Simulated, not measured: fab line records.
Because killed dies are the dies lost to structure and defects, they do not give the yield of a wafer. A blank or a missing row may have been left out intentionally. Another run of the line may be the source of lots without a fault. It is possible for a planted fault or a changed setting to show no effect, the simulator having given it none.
Which tool did it? ; flow gf180mcu ; 18 wafers from 6 lots sampled at 3 of the route's 602 steps

## WHAT THE GAUGES SHOWED, per wafer
GF_M5_CD_MEAS_07: the cd target is 280 nm.
lot;measured;on;cdNm (nm)
L102;day 26 09:12;cdSem-02;279.3 278.0 279.7
L108;day 28 13:16;cdSem-01;280.7 280.6 279.5
L110;day 29 04:45;cdSem-01;278.4 278.5 279.7
L113;day 30 04:39;cdSem-02;278.0 277.8 277.9
L115;day 30 20:18;cdSem-02;280.6 280.2 281.8
L121;day 32 03:57;cdSem-02;257.0 219.7 269.9

## TOOL THAT RAN EACH LOT (tool first, then ch and the chambers of the sampled wafers, then the start)
lot;GF_MIM_SPUTTER_04;GF_M5_EXPOSE_04
L102;pvdSputter-02, day 24 13:38;krfScanner-02 ch 0, day 25 22:33
L108;pvdSputter-04, day 26 19:50;krfScanner-01 ch 0, day 28 03:31
L110;pvdSputter-02, day 27 14:14;krfScanner-01 ch 0, day 28 19:48
L113;pvdSputter-02, day 28 14:56;krfScanner-01 ch 0, day 29 19:51
L115;pvdSputter-02, day 29 07:11;krfScanner-01 ch 0, day 30 11:34
L121;pvdSputter-03, day 30 18:08;krfScanner-02 ch 0, day 31 20:13
- GF_MIM_SPUTTER_04: material TiN, target thk 50 nm, time 41.7 s.
- GF_M5_EXPOSE_04: exposes mask Metal5, target cd 280 nm.

## THE ANSWER, worked out from the rows above alone
Rule: the usual values come from the lots themselves. Put in order of their means at a reading, lots are off if they are a third of the lots or fewer, leave a main group of 4 or more, and stand apart from it by a gap of 3 or more times the standard deviation of the main group's means; of several such gaps the widest counts. Not used: any main group whose means are identical at the precision the tables above print for the reading. A lot without any number at a reading at which 4 lots or more have one is off too. Any other lot the step has rows for is counted as sound.
Off: L121, at GF_M5_CD_MEAS_07 (cdNm). The main group: mean 279.4 nm, standard deviation 1.1.
A tool fits if, at a process step before that reading, it ran every lot that is off, and no sound lot after the first of them. Gauges at GF_M5_CD_MEAS_07: tried the same way as those tools. Can't be told from this: 3 tools fit, pvdSputter-03 at GF_MIM_SPUTTER_04, krfScanner-02 at GF_M5_EXPOSE_04, cdSem-02 at GF_M5_CD_MEAS_07.

## WHAT HAD BEEN PUT IN BY THE SIMULATOR
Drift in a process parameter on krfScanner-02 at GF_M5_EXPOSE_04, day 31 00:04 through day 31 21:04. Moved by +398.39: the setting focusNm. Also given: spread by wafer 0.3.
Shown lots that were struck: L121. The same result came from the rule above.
